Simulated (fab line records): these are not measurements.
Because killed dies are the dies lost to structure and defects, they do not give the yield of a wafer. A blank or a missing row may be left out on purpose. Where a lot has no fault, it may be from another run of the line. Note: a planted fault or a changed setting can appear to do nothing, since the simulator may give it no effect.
2 desks, one fault :: flow sky130 :: numbers are kept per desk, each desk with only its own; the story behind them comes last

TOOL OWNER'S DESK, rieDiel-04
The tool's own readings at SKY_FIELD_ISO_ETCH_15 (etches the open film in CHF3/O2, stops on Si, target depth 180 nm, time 72 s): means of the sampled wafers that have a number, for each lot that ran on this tool. Any lot whose mean is over 4 standard deviations away from the usual mean is out of limits and marked OUT; that distance is given in the brackets.
Columns: A = biasW at SKY_FIELD_ISO_ETCH_15, usual 199.9 W; B = drypumpMotorCurrentA at SKY_FIELD_ISO_ETCH_15, usual 5.8 A; C = oesProductAu at SKY_FIELD_ISO_ETCH_15, usual 0.928 a.u.; D = throttleValvePct at SKY_FIELD_ISO_ETCH_15, usual 8.839 %
lot: L634
first seen here: day 2 17:31
A: 200.3
B: 6.0
C: 0.926
D: 8.840

lot: L635
first seen here: day 2 21:34
A: 200.1
B: 5.8
C: 0.924
D: 8.843

lot: L641
first seen here: day 4 07:02
A: 200.1
B: 6.1
C: 0.934
D: 8.842

lot: L644
first seen here: day 4 20:22
A: 193.4 (-12) OUT
B: 6.2
C: 0.919
D: 8.834

lot: L645
first seen here: day 4 23:16
A: 193.5 (-12) OUT
B: 5.9
C: 0.922
D: 8.838
This desk's finding: out of limits on L644, L645; first on L644, day 4 20:22 (biasW at SKY_FIELD_ISO_ETCH_15). In limits: L634, L635, L641.

FROM THE METROLOGY DESK
Means of the sampled wafers that have a number, per lot and without regard to the tool the lot ran on: this is what the gauges read. Any lot whose mean is over 4 standard deviations away from the usual mean is out of limits and marked OUT; that distance is given in the brackets.
Columns: A = NWELL_TW at SKY_NWELL_TW_MEAS_15, usual 1844; B = VT_ADJUST_HVTP_OVL at SKY_VT_ADJUST_HVTP_OVL_MEAS_08, usual 0.1 nm
lot: L632
first seen here: day 4 13:58
A: 1837
B: 0.1

lot: L634
first seen here: day 5 03:24
A: 1838
B: 2.7

lot: L635
first seen here: day 5 06:37
A: 1842
B: 0.5

lot: L636
first seen here: day 5 14:23
A: 1831
B: 2.1

lot: L637
first seen here: day 5 22:46
A: 1848
B: 1.0

lot: L638
first seen here: day 6 04:13
A: 1854
B: 1.4

lot: L640
first seen here: day 6 14:53
A: 1835
B: -0.6

lot: L641
first seen here: day 7 01:18
A: 1845
B: 0.3

lot: L642
first seen here: day 7 03:11
A: 1836
B: -0.6

lot: L644
first seen here: day 7 14:25
A: 1846
B: -1.0

lot: L645
first seen here: day 7 16:22
A: 1836
B: 0.6

lot: L654
first seen here: day 9 21:50
A: 1852
B: 0.1

lot: L655
first seen here: day 10 06:10
A: 1845
B: 0.1
Finding of this desk: none of the 13 lots has anything out of limits.

TAKEN TOGETHER
At day 4 20:22, on L644, L645, the tool owner's desk was in a position to raise an alarm.
Nothing out of limits was seen by the metrology desk.
The metrology desk holds a record of L644, L645, inside its limits.
SKY_FIELD_ISO_ETCH_15 was run on rieDiel-04 by each of the lots named.

WHAT THE SIMULATOR HAD INSERTED
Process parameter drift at SKY_FIELD_ISO_ETCH_15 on rieDiel-04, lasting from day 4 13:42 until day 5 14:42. Setting biasW shifted by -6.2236 from 200. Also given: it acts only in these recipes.
Shown lots that were struck: L644, L645.
Time in hours from fault onset to the first out-of-limits reading at each desk: the tool owner's desk, 7.
